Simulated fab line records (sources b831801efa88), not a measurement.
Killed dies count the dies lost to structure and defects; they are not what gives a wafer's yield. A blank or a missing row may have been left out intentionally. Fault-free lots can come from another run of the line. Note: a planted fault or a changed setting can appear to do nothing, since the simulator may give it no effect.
fab line records -- flow sky130
[record] lots = 6, wafers = 18, last-day = 50
route steps=708 shown LDD_HVN@275 LDD_HVP@278 LDD_LDN@289 SPACER@304 POLY_CUT@307 PAD_OPEN@708
lots untouched by any fault: they come from a run of this same line in which no faults occurred
start-h: start of the lot's first displayed wafer, in hours after the record's first day -- wait-h: hours since the lot's step before -- " unchanged from the row above -- L1.1+2: one row covering several wafers at once -- - no value, or no start was given -- * or withheld: withheld -- < > ~ a bound
route shown NAME@n: NAME is a module with steps in the file, n the number in the route of the first one -- usual: average and standard deviation across the fault-free wafers -- same: alike in all rows -- chamber/n: place in a boat -- sites: per-site readings -- _std_site: the values' standard deviation -- _edge_site: inner sites' mean taken away from outer sites' mean -- radius-mm: how far each site lies from the wafer's centre -- mask NAME#n: copy n -- behind: the tool/chamber that last shaped the wafer -- hold: why the lot was held/for how many hours/how that ended -- device: the transistor (n, p or np) that didn't switch -- end of line: tests of these same wafers at the route's end -- for a step that has no rows: nothing shown but its recipe -- killed: not the wafer's yield, but the dies lost to structure and defects at the first sort -- map: per-die view of a wafer (x killed, . not killed, _ where there is no die)
set.NAME: the run value of the setting; set.NAME@STEP: its run value at that earlier step -- model.NAME: the simulator's own value behind a step, which no gauge read
a table for each step, a row for each wafer; lots at some steps of the route
services: when a tool's chamber went out of use (start-h, in hours from the record's first day, below 0 if earlier), for how many hours, and the reason
[[steps]]
[step SKY_LDD_HVN_IMPLANT_08]
[recipe] species = P, energy-kev = 60, dose-cm2 = 3e+13, tilt-deg = 40
[step SKY_LDD_HVN_STRIP_09]
[recipe] chemistry = O2/N2, power-w = 1400, pressure-mtorr = 1500, platen-temp-c = withheld, o2-flow-sccm = 3000, n2-flow-sccm = 300, overash-fraction = 0.5
[usual] drypump-motor-current-A = 5.8/0.5, oes-product-au = 0.408/0.0048, strip-time-to-endpoint-s = 4.137/0.014
lot.wafer,tool,chamber,start-h,wait-h,drypump-motor-current-A,oes-product-au,rf-hours-counter-h,strip-time-to-endpoint-s
L548.1,plasma-asher-01,0,480.23,0.1,6.4,0.406,77,4.118
L548.3,plasma-asher-01,1,480.23,0.1,5.0,0.412,-,4.123
L548.4,plasma-asher-01,0,480.23,0.1,6.4,0.412,-,4.138
L554.3,plasma-asher-02,0,547.11,0.1,6.3,0.406,-,4.127
L554.4,plasma-asher-02,1,547.11,0.1,5.4,0.397,-,4.133
L554.5,plasma-asher-02,0,547.11,0.1,6.3,0.411,-,4.123
L555.2,plasma-asher-02,0,548.28,0.1,6.3,0.408,10,4.165
L555.3,plasma-asher-02,1,548.28,0.1,5.4,0.411,-,4.156
L555.5,plasma-asher-02,1,548.28,0.1,5.4,0.406,-,4.154
L564.2,plasma-asher-03,1,624.88,0.1,5.6,0.413,51,4.151
L564.5,plasma-asher-03,0,624.88,0.1,5.9,0.410,-,4.127
L564.6,plasma-asher-03,1,624.88,0.1,5.7,0.412,-,4.121
L567.2,plasma-asher-02,1,638.72,0.1,5.4,0.403,19,4.166
L567.3,plasma-asher-02,0,638.72,0.1,6.3,0.414,-,4.170
L567.4,plasma-asher-02,1,638.72,0.1,5.4,0.414,-,4.161
L568.1,plasma-asher-01,1,648.63,0.1,5.0,0.404,95,4.131
L568.2,plasma-asher-01,0,648.63,0.1,6.4,0.400,95,4.114
L568.6,plasma-asher-01,0,648.63,0.1,6.4,0.410,-,4.142
[step SKY_LDD_HVN_TW_MEAS_10]
[usual] LDD_HVN_TW = 1433/12
lot.wafer,tool,chamber,start-h,wait-h,LDD_HVN_TW
L548.1,film-metro-02,-,480.33,0.1,1448
L548.3,film-metro-02,-,480.33,0.1,1451
L548.4,film-metro-02,-,480.33,0.1,1448
L554.3,film-metro-01,-,547.20,0.1,1412
L554.4,film-metro-01,-,547.20,0.1,1417
L554.5,film-metro-01,-,547.20,0.1,1409
L555.2,film-metro-01,-,548.40,0.1,1413
L555.3,film-metro-01,-,548.40,0.1,1417
L555.5,film-metro-01,-,548.40,0.1,1413
L564.2,film-metro-04,-,624.99,0.1,1436
L564.5,film-metro-04,-,624.99,0.1,1432
L564.6,film-metro-04,-,624.99,0.1,1428
L567.2,film-metro-02,-,638.83,0.1,1436
L567.3,film-metro-02,-,638.83,0.1,1439
L567.4,film-metro-02,-,638.83,0.1,1443
L568.1,film-metro-02,-,648.73,0.1,1438
L568.2,film-metro-02,-,648.73,0.1,1443
L568.6,film-metro-02,-,648.73,0.1,1444
[step SKY_LDD_HVP_DEHYDRATE_00]
[recipe] temp-c = 200, time-s = 60
[step SKY_LDD_HVP_HMDS_01]
[recipe] prime-time-s = 60, prime-temp-c = 120
[step SKY_LDD_HVP_COAT_02]
[recipe] resist = NOVOLAK, spin-rpm = 3000, resist-thk-nm = 300
[step SKY_LDD_HVP_SOFTBAKE_03]
[recipe] temp-c = 90, time-s = 60, resist = NOVOLAK
[step SKY_LDD_HVP_EXPOSE_04]
[recipe] mask-id = HVPTM, na = 0.6, source-shape = conventional, sigma-outer = 0.6, polarization = unpolarized, target-cd-nm = 700, dose-mj = 86
[step SKY_LDD_HVP_PEB_05]
[recipe] temp-c = withheld, time-s = *, resist = NOVOLAK
[step SKY_LDD_HVP_DEVELOP_06]
[recipe] resist = NOVOLAK, developer = TMAH, develop-time-s = 60, dev-temp-c = 23
[step SKY_LDD_HVP_OVL_MEAS_07]
[usual] LDD_HVP_OVL = -1.0/1.5
lot.wafer,tool,chamber,start-h,wait-h,LDD_HVP_OVL[nm]
L548.1,overlay-02,-,510.29,0.1,-1.4
L548.3,overlay-02,-,510.29,0.1,-1.2
L548.4,overlay-02,-,510.29,0.1,-1.8
L554.3,overlay-01,-,576.66,0.1,0.1
L554.4,overlay-01,-,576.66,0.1,-1.3
L554.5,overlay-01,-,576.66,0.1,-0.1
L555.2,overlay-02,-,577.33,0.1,0.2
L555.3,overlay-02,-,577.33,0.1,-1.1
L555.5,overlay-02,-,577.33,0.1,-0.8
L564.2,overlay-02,-,653.28,0.1,-1.4
L564.5,overlay-02,-,653.28,0.1,-0.3
L564.6,overlay-02,-,653.28,0.1,-1.4
L567.2,overlay-01,-,667.29,0.1,-1.0
L567.3,overlay-01,-,667.29,0.1,-0.7
L567.4,overlay-01,-,667.29,0.1,0.3
L568.1,overlay-01,-,676.63,0.1,-3.3
L568.2,overlay-01,-,676.63,0.1,-3.3
L568.6,overlay-01,-,676.63,0.1,-2.4
[step SKY_LDD_HVP_IMPLANT_08]
[recipe] species = B, energy-kev = 19.81, dose-cm2 = 1.7e+13, tilt-deg = 17.9
[step SKY_LDD_HVP_STRIP_09]
[recipe] chemistry = O2/N2, power-w = 1400, pressure-mtorr = 1500, platen-temp-c = withheld, o2-flow-sccm = 3000, n2-flow-sccm = 300, overash-fraction = 0.5
[usual] drypump-motor-current-A = 5.7/0.56, oes-product-au = 0.409/0.0043, strip-time-to-endpoint-s = 4.137/0.017
lot.wafer,tool,chamber,start-h,wait-h,drypump-motor-current-A,oes-product-au,rf-hours-counter-h,strip-time-to-endpoint-s
L548.1,plasma-asher-04,0,510.48,0.1,5.9,0.406,71,4.129
L548.3,plasma-asher-04,0,510.48,0.1,5.9,0.409,-,4.138
L548.4,plasma-asher-04,1,510.48,0.1,5.0,0.404,-,4.123
L554.3,plasma-asher-02,0,576.86,0.1,6.3,0.407,-,4.106
L554.4,plasma-asher-02,1,576.86,0.1,5.5,0.414,-,4.111
L554.5,plasma-asher-02,1,576.86,0.1,5.5,0.405,-,4.076
L555.2,plasma-asher-02,1,577.51,0.1,5.4,0.411,13,4.163
L555.3,plasma-asher-02,0,577.51,0.1,6.3,0.408,-,4.151
L555.5,plasma-asher-02,0,577.51,0.1,6.3,0.409,-,4.145
L564.2,plasma-asher-01,0,653.46,0.1,6.4,0.409,96,4.113
L564.5,plasma-asher-01,0,653.46,0.1,6.4,0.408,-,4.103
L564.6,plasma-asher-01,1,653.46,0.1,5.0,0.411,-,4.102
L567.2,plasma-asher-04,0,667.47,0.1,5.9,0.409,86,4.142
L567.3,plasma-asher-04,1,667.47,0.1,5.0,0.405,-,4.144
L567.4,plasma-asher-04,0,667.47,0.1,5.9,0.412,-,4.146
L568.1,plasma-asher-02,1,676.81,0.1,5.4,0.413,22,4.129
L568.2,plasma-asher-02,0,676.81,0.1,6.3,0.411,22,4.116
L568.6,plasma-asher-02,1,676.81,0.1,5.4,0.412,-,4.133
[step SKY_LDD_HVP_TW_MEAS_10]
[usual] LDD_HVP_TW = 456/3.1
lot.wafer,tool,chamber,start-h,wait-h,LDD_HVP_TW
L548.1,film-metro-01,-,510.58,0.1,449
L548.3,film-metro-01,-,510.58,0.1,450
L548.4,film-metro-01,-,510.58,0.1,449
L554.3,film-metro-03,-,576.95,0.1,456
L554.4,film-metro-03,-,576.95,0.1,455
L554.5,film-metro-03,-,576.95,0.1,457
L555.2,film-metro-02,-,577.62,0.1,456
L555.3,film-metro-02,-,577.62,0.1,455
L555.5,film-metro-02,-,577.62,0.1,455
L564.2,film-metro-02,-,653.57,0.1,460
L564.5,film-metro-02,-,653.57,0.1,456
L564.6,film-metro-02,-,653.57,0.1,457
L567.2,film-metro-01,-,667.58,0.1,459
L567.3,film-metro-01,-,667.58,0.1,457
L567.4,film-metro-01,-,667.58,0.1,458
L568.1,film-metro-02,-,676.91,0.1,457
L568.2,film-metro-02,-,676.91,0.1,460
L568.6,film-metro-02,-,676.91,0.1,458
[step SKY_LDD_LDN_DEHYDRATE_00]
[recipe] temp-c = 200, time-s = 60
[step SKY_LDD_LDN_HMDS_01]
[recipe] prime-time-s = 60, prime-temp-c = 120
[step SKY_LDD_LDN_COAT_02]
[recipe] resist = NOVOLAK, spin-rpm = 3000, resist-thk-nm = 1140
[step SKY_LDD_LDN_SOFTBAKE_03]
[recipe] temp-c = 90, time-s = 60, resist = NOVOLAK
[step SKY_LDD_LDN_EXPOSE_04]
[recipe] mask-id = LDNTM, na = 0.6, source-shape = conventional, sigma-outer = 0.6, polarization = unpolarized, target-cd-nm = 700, dose-mj = 140
[step SKY_LDD_LDN_PEB_05]
[recipe] temp-c = withheld, time-s = *, resist = NOVOLAK
[step SKY_LDD_LDN_DEVELOP_06]
[recipe] resist = NOVOLAK, developer = TMAH, develop-time-s = 60, dev-temp-c = 23
[step SKY_LDD_LDN_OVL_MEAS_07]
[usual] LDD_LDN_OVL = -0.8/1.5
lot.wafer,tool,chamber,start-h,wait-h,LDD_LDN_OVL[nm]
L548.1,overlay-01,-,540.19,0.1,-1.9
L548.3,overlay-01,-,540.19,0.1,-1.9
L548.4,overlay-01,-,540.19,0.1,-1.9
L554.3,overlay-01,-,605.11,0.1,2.1
L554.4,overlay-01,-,605.11,0.1,1.1
L554.5,overlay-01,-,605.11,0.1,1.2
L555.2,overlay-02,-,606.05,0.1,-0.7
L555.3,overlay-02,-,606.05,0.1,-2.2
L555.5,overlay-02,-,606.05,0.1,-1.0
L564.2,overlay-01,-,681.60,0.1,-1.0
L564.5,overlay-01,-,681.60,0.1,-1.4
L564.6,overlay-01,-,681.60,0.1,-2.0
L567.2,overlay-01,-,695.51,0.1,-1.7
L567.3,overlay-01,-,695.51,0.1,-1.0
L567.4,overlay-01,-,695.51,0.1,-1.9
L568.1,overlay-01,-,704.21,0.1,-1.2
L568.2,overlay-01,-,704.21,0.1,-2.0
L568.6,overlay-01,-,704.21,0.1,-1.9
[step SKY_LDD_LDN_IMPLANT_08]
[recipe] species = As, energy-kev = 15, dose-cm2 = 1.25e+13, tilt-deg = withheld, rotation-deg = 23
[step SKY_LDD_LDN_IMPLANT_09]
[recipe] species = As, energy-kev = 15.13, dose-cm2 = 1.25e+13, tilt-deg = withheld, rotation-deg = 113
[step SKY_LDD_LDN_IMPLANT_10]
[recipe] species = As, energy-kev = 15, dose-cm2 = 1.25e+13, tilt-deg = withheld, rotation-deg = 203
[step SKY_LDD_LDN_IMPLANT_11]
[recipe] species = As, energy-kev = 15, dose-cm2 = 1.25e+13, tilt-deg = withheld, rotation-deg = 293
[step SKY_LDD_LDN_STRIP_12]
[recipe] chemistry = O2/N2, power-w = 1400, pressure-mtorr = 1500, platen-temp-c = withheld, o2-flow-sccm = 3000, n2-flow-sccm = 300, overash-fraction = 0.5
[usual] drypump-motor-current-A = 5.6/0.48, oes-product-au = 0.715/0.0044, strip-time-to-endpoint-s = 14.19/0.042
lot.wafer,tool,chamber,start-h,wait-h,drypump-motor-current-A,oes-product-au,rf-hours-counter-h,strip-time-to-endpoint-s
L548.1,plasma-asher-03,0,540.83,0.1,5.9,0.720,43,14.21
L548.3,plasma-asher-03,0,540.83,0.1,5.9,0.718,-,14.21
L548.4,plasma-asher-03,1,540.83,0.1,5.7,0.714,-,14.21
L554.3,plasma-asher-04,0,605.76,0.1,5.9,0.721,-,14.14
L554.4,plasma-asher-04,1,605.76,0.1,5.0,0.712,-,14.13
L554.5,plasma-asher-04,1,605.76,0.1,5.0,0.720,-,14.09
L555.2,plasma-asher-03,1,606.68,0.1,5.7,0.713,50,14.21
L555.3,plasma-asher-03,1,606.68,0.1,5.7,0.714,-,14.19
L555.5,plasma-asher-03,1,606.68,0.1,5.6,0.706,-,14.17
L564.2,plasma-asher-01,1,682.23,0.1,5.0,0.719,98,14.20
L564.5,plasma-asher-01,0,682.23,0.1,6.4,0.711,-,14.19
L564.6,plasma-asher-01,1,682.23,0.1,5.0,0.717,-,14.21
L567.2,plasma-asher-03,1,696.14,0.1,5.6,0.713,58,14.20
L567.3,plasma-asher-03,1,696.14,0.1,5.6,0.719,-,14.16
L567.4,plasma-asher-03,0,696.14,0.1,5.9,0.723,-,14.21
L568.1,plasma-asher-04,1,704.84,0.1,4.9,0.709,90,14.23
L568.2,plasma-asher-04,0,704.84,0.1,5.8,0.710,90,14.22
L568.6,plasma-asher-04,0,704.84,0.1,5.9,0.714,-,14.22
[step SKY_LDD_LDN_TW_MEAS_13]
[usual] LDD_LDN_TW = 1479/11
lot.wafer,tool,chamber,start-h,wait-h,LDD_LDN_TW
L548.1,film-metro-03,-,540.93,0.1,1483
L548.3,film-metro-03,-,540.93,0.1,1481
L548.4,film-metro-03,-,540.93,0.1,1483
L554.3,film-metro-03,-,605.85,0.1,1487
L554.4,film-metro-03,-,605.85,0.1,1488
L554.5,film-metro-03,-,605.85,0.1,1494
L555.2,film-metro-04,-,606.79,0.1,1463
L555.3,film-metro-04,-,606.79,0.1,1476
L555.5,film-metro-04,-,606.79,0.1,1468
L564.2,film-metro-03,-,682.34,0.1,1486
L564.5,film-metro-03,-,682.34,0.1,1481
L564.6,film-metro-03,-,682.34,0.1,1473
L567.2,film-metro-03,-,696.25,0.1,1485
L567.3,film-metro-03,-,696.25,0.1,1486
L567.4,film-metro-03,-,696.25,0.1,1484
L568.1,film-metro-03,-,704.94,0.1,1479
L568.2,film-metro-03,-,704.94,0.1,1479
L568.6,film-metro-03,-,704.94,0.1,1487
[step SKY_LDD_LDN_CLEAN_14]
[recipe] chemistry = SC1/SC2, mix = 1:4:20, temp-c = 70, time-s = 150, dry = n2-spin
[step SKY_SPACER_CVD_00]
[recipe] material = Si3N4, precursor = DCS/NH3, target-thk-nm = 43.1, temp-c = 770, time-s = 740, pressure-mtorr = 250
[step SKY_SPACER_THK_MEAS_01]
[recipe] reads = Si3N4_of_SPACER_CVD_00
[usual] SPACER_CVD_00_THK = 43.1/0.41
lot.wafer,tool,chamber,start-h,wait-h,SPACER_CVD_00_THK[nm]
L548.1,film-metro-02,-,543.85,0.0,43.0
L548.3,film-metro-02,-,543.85,0.0,43.2
L548.4,film-metro-02,-,543.85,0.0,42.7
L554.3,film-metro-04,-,608.11,0.0,42.9
L554.4,film-metro-04,-,608.11,0.0,42.7
L554.5,film-metro-04,-,608.11,0.0,42.7
L555.2,film-metro-03,-,609.30,0.0,42.5
L555.3,film-metro-03,-,609.30,0.0,42.7
L555.5,film-metro-03,-,609.30,0.0,42.5
L564.2,film-metro-04,-,685.37,0.0,43.3
L564.5,film-metro-04,-,685.37,0.0,43.5
L564.6,film-metro-04,-,685.37,0.0,43.4
L567.2,film-metro-04,-,697.76,0.0,42.8
L567.3,film-metro-04,-,697.76,0.0,42.6
L567.4,film-metro-04,-,697.76,0.0,42.6
L568.1,film-metro-02,-,706.26,0.0,43.9
L568.2,film-metro-02,-,706.26,0.0,44.5
L568.6,film-metro-02,-,706.26,0.0,44.0
[step SKY_SPACER_ETCHBACK_02]
[recipe] chemistry = CH3F/O2, target = Si3N4, stop-on = SiO2, source-w = 400, bias-w = 80, pressure-mtorr = 25, ch3f-flow-sccm = 40, O2_flow_sccm = 30, time-s = 46.7, target-depth-a = 450
[usual] drypump-motor-current-A = 5.3/0.41, oes-product-au = 0.854/0.0064, throttle-valve-pct = 10.561/0.0095
lot.wafer,tool,chamber,start-h,wait-h,drypump-motor-current-A,oes-product-au,rf-hours-counter-h,throttle-valve-pct
L548.1,rie-diel-04,1,543.91,0.1,4.9,0.856,56,10.553
L548.3,rie-diel-04,2,543.91,0.1,4.9,0.854,17,10.554
L548.4,rie-diel-04,3,543.91,0.1,5.9,0.855,2,10.556
L554.3,rie-diel-03,1,608.15,0.0,5.2,0.851,5,10.563
L554.4,rie-diel-03,3,608.15,0.0,5.1,0.838,1,10.566
L554.5,rie-diel-03,1,608.15,0.0,5.2,0.855,-,10.558
L555.2,rie-diel-03,2,609.35,0.0,4.9,0.855,11,10.547
L555.3,rie-diel-03,0,609.35,0.0,5.8,0.844,7,10.564
L555.5,rie-diel-03,2,609.35,0.0,4.8,0.850,-,10.560
L564.2,rie-diel-04,3,685.42,0.0,6.0,0.854,6,10.549
L564.5,rie-diel-04,2,685.42,0.0,4.9,0.865,-,10.562
L564.6,rie-diel-04,3,685.42,0.0,6.0,0.856,-,10.550
L567.2,rie-diel-03,1,697.81,0.0,5.1,0.854,7,10.558
L567.3,rie-diel-03,2,697.81,0.0,4.9,0.842,13,10.555
L567.4,rie-diel-03,3,697.81,0.0,5.1,0.850,2,10.565
L568.1,rie-diel-01,0,706.32,0.1,5.8,0.860,23,10.567
L568.2,rie-diel-01,3,706.32,0.1,5.5,0.873,3,10.552
L568.6,rie-diel-01,0,706.32,0.1,5.8,0.858,-,10.562
[step SKY_POLY_CUT_DEHYDRATE_00]
[recipe] temp-c = 200, time-s = 60
[step SKY_POLY_CUT_HMDS_01]
[recipe] prime-time-s = 60, prime-temp-c = 120
[step SKY_POLY_CUT_COAT_02]
[recipe] resist = BARC, temp-c = withheld, time-s = withheld, spin-rpm = 3000, resist-thk-nm = 60
[step SKY_POLY_CUT_COAT_03]
[recipe] resist = KrF-thick, spin-rpm = 3000, resist-thk-nm = 450
[step SKY_POLY_CUT_SOFTBAKE_04]
[recipe] temp-c = 100, time-s = 90, resist = KrF-thick
[step SKY_POLY_CUT_EXPOSE_05]
[recipe] mask-id = NPCM, na = 0.8, source-shape = annular, sigma-inner = 0.55, sigma-outer = 0.85, target-cd-nm = 270, dose-mj = 32
[step SKY_POLY_CUT_PEB_06]
[recipe] peb-temp-c = withheld, peb-time-s = withheld, resist = KrF-thick
[step SKY_POLY_CUT_DEVELOP_07]
[recipe] develop-time-s = 60, resist = KrF-thick, dev-temp-c = 21
[step SKY_POLY_CUT_CD_MEAS_08]
[recipe] target-cd-nm = 270
[usual] cd-nm = 270.1/1.6
lot.wafer,tool,chamber,start-h,wait-h,cd-nm
L548.1,cd-sem-01,-,573.98,-,269.7
L548.3,cd-sem-01,-,573.98,-,270.4
L548.4,cd-sem-01,-,573.98,-,269.2
L554.3,cd-sem-02,-,636.95,-,271.6
L554.4,cd-sem-02,-,636.95,-,270.4
L554.5,cd-sem-02,-,636.95,-,270.4
L555.2,cd-sem-02,-,638.73,-,268.9
L555.3,cd-sem-02,-,638.73,-,269.1
L555.5,cd-sem-02,-,638.73,-,270.5
L564.2,cd-sem-01,-,714.03,-,267.3
L564.5,cd-sem-01,-,714.03,-,269.5
L564.6,cd-sem-01,-,714.03,-,267.7
L567.2,cd-sem-02,-,725.83,-,270.2
L567.3,cd-sem-02,-,725.83,-,270.3
L567.4,cd-sem-02,-,725.83,-,271.1
L568.1,cd-sem-01,-,734.61,-,268.3
L568.2,cd-sem-01,-,734.61,-,269.1
L568.6,cd-sem-01,-,734.61,-,268.7
[step SKY_POLY_CUT_OVL_MEAS_09]
[usual] POLY_CUT_OVL = 0/6.1
lot.wafer,tool,chamber,start-h,wait-h,POLY_CUT_OVL[nm]
L548.1,overlay-01,-,574.10,0.1,-9
L548.3,overlay-01,-,574.10,0.1,-3
L548.4,overlay-01,-,574.10,0.1,-5
L554.3,overlay-01,-,637.04,0.1,9
L554.4,overlay-01,-,637.04,0.1,6
L554.5,overlay-01,-,637.04,0.1,2
L555.2,overlay-02,-,638.83,0.1,7
L555.3,overlay-02,-,638.83,0.1,0
L555.5,overlay-02,-,638.83,0.1,3
L564.2,overlay-01,-,714.14,0.1,3
L564.5,overlay-01,-,714.14,0.1,7
L564.6,overlay-01,-,714.14,0.1,5
L567.2,overlay-02,-,725.93,0.1,8
L567.3,overlay-02,-,725.93,0.1,3
L567.4,overlay-02,-,725.93,0.1,1
L568.1,overlay-02,-,734.73,0.1,0
L568.2,overlay-02,-,734.73,0.1,-3
L568.6,overlay-02,-,734.73,0.1,-5
[step SKY_PAD_OPEN_PROBE_99]
[usual] killed_at_M0_to_M3 = 44/6.9, killed_at_M4_up = 3.3/1.7, killed-at-contacts = 24/4.7, killed-at-front-end = 15/4.5, killed-at-other = 0.2/0.49, killed-dies = 86/8.4, killed-open = 47/6.5, killed-short = 39/6
[same] gross-dies = 492, killed-at-back-side = 0
lot.wafer,tool,chamber,start-h,wait-h,killed_at_M0_to_M3,killed_at_M4_up,killed-at-contacts,killed-at-front-end,killed-at-other,killed-dies,killed-open,killed-short
L554.4,prober-01,-,1129.49,0.2,35,2,25,35,0,97,39,37
L554.5,prober-01,-,1129.54,0.2,37,3,32,43,1,116,53,43
L555.2,prober-02,-,1130.01,0.1,38,3,21,40,0,102,44,37
// killed by level:class
L554.4 LDD_HVP:unspecified=21 VIA1:geometric-particle:open=10 CONTACT:geometric-particle:open=7 METAL1:geometric-particle:short=7 POLY_GATE:geometric-particle:open=6 LI_CONTACT:geometric-particle:open=6 CONTACT:geometric-particle:short=5 VIA2:geometric-particle:short=5
L554.5 LDD_HVP:unspecified=20 LI_CONTACT:geometric-particle:open=11 VIA1:geometric-particle:open=9 CONTACT:geometric-particle:open=7 FIELD_ISO:geometric-particle:open=6 POLY_GATE:geometric-particle:open=6 METAL1:geometric-particle:short=6 CONTACT:geometric-particle:short=5
L555.2 LDD_HVP:unspecified=21 VIA1:geometric-particle:open=8 CONTACT:geometric-particle:open=7 FIELD_ISO:geometric-particle:open=6 VIA2:geometric-particle:open=6 LI_CONTACT:geometric-particle:open=5 METAL1:geometric-particle:short=5 FIELD_ISO:geometric-particle:short=4
// map L554.5 (x killed, . not)
__________xxxxxxx..._________
________xxxxxxxx.x...._______
______.xxxxxxx.......x.._____
_____....x......xx..x...x____
____.....x.x.....xx.......___
___.......xxx..x........xx.__
__..xx.x...........xx..x...x_
_.xx.x.x.x...............x...
_..x.x....x..x........x.x....
_...x.................x.x....
_....................x.xx.xx.
_.........x.x....xx.x........
_..x...xx.x..........x.......
_...........x..........x.....
_..x.x.....x...........x....x
__.......x.x....xxx..x...x.x_
___x......x....x.....x.x...__
____x.x....x..xxx.x.x.x...___
_____.x.....x......x.x..x____
______x.....x..........._____
________x........x..x._______
__________....x....._________
// map L555.2 (x killed, . not)
__________xxxxxx...._________
________xxxxxxxxx..x.._______
______.xxxx..x...x......_____
_____x.x.xxx.....x.......____
____..x........xx...x.x...___
___x...x.......x...........__
__x....xx...xx....x....x...._
_....x.x...x.x...........xx..
_.xxx..x....................x
_....x.......xx.x............
_.............x.......x.....x
_..xx........................
_.......xxx....x.x.....x..x..
_..x.x..x.....x.............x
_.......x...x...........x...x
__..xx.x....x...x...xx....x._
___.......x...x.x..x.......__
____........x.........x...___
_____...........x...x....____
______.....x............_____
________.x..........xx_______
__________.x....x..x_________
[[services]]
tool,chamber,start-h,hours,kind
rie-diel-01,1,481.52,1.5,repair
plasma-asher-02,-,502.00,13.2,repair
rie-diel-03,3,512.33,4.1,repair
rie-diel-03,3,525.40,-,clean
rie-diel-03,3,525.40,21.3,scheduled-down
rie-diel-03,3,525.40,21.3,vent-cycle
rie-diel-01,3,551.03,62.2,repair
rie-diel-01,0,553.52,1.7,repair
rie-diel-01,0,565.22,18.6,repair
rie-diel-01,-,591.88,2.8,pm
rie-diel-01,0,596.37,19.9,repair
rie-diel-04,3,601.82,2.9,repair
rie-diel-04,2,611.03,12.8,repair
rie-diel-04,1,614.39,7.8,repair
rie-diel-03,-,624.14,14.6,pm
rie-diel-01,0,624.56,4.1,repair
plasma-asher-03,-,639.03,2.8,pm
rie-diel-03,1,639.04,6.0,repair
rie-diel-04,-,656.46,0.5,repair
rie-diel-03,2,670.67,12.4,repair
plasma-asher-03,-,691.11,0.6,repair
rie-diel-04,-,691.91,0.3,repair
plasma-asher-02,-,704.44,0.4,repair
rie-diel-03,1,704.84,3.2,repair
[[key]]
[first-sign] step = SKY_PAD_OPEN_PROBE_99, reading = killed-at-front-end, direction = up, sigmas = 5.3, usual = 15, struck = 39
[effect] step = SKY_PAD_OPEN_PROBE_99, reading = killed-dies, direction = up, sigmas = 2.2, usual = 86, struck = 105
met-at SKY_LDD_HVP_STRIP_09
struck-wafers L554.4,L554.5,L555.2
tester-left-out L554,L555
[fault] kind = chamber-particle-source, tool = plasma-asher-02, chamber = 1, onset-h = 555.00, steps = SKY_LDD_HVP_STRIP_09, rate-per-visit-cm2 = 0.57058, end-h = 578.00
// tester-left-out: of these lots the tester's yield and bins aren't shown, on N5 and GAA mostly nor the transistor test; their killed dies are dies lost to structure and defects alone, not to doping, threshold or leakage, so they don't give the yield
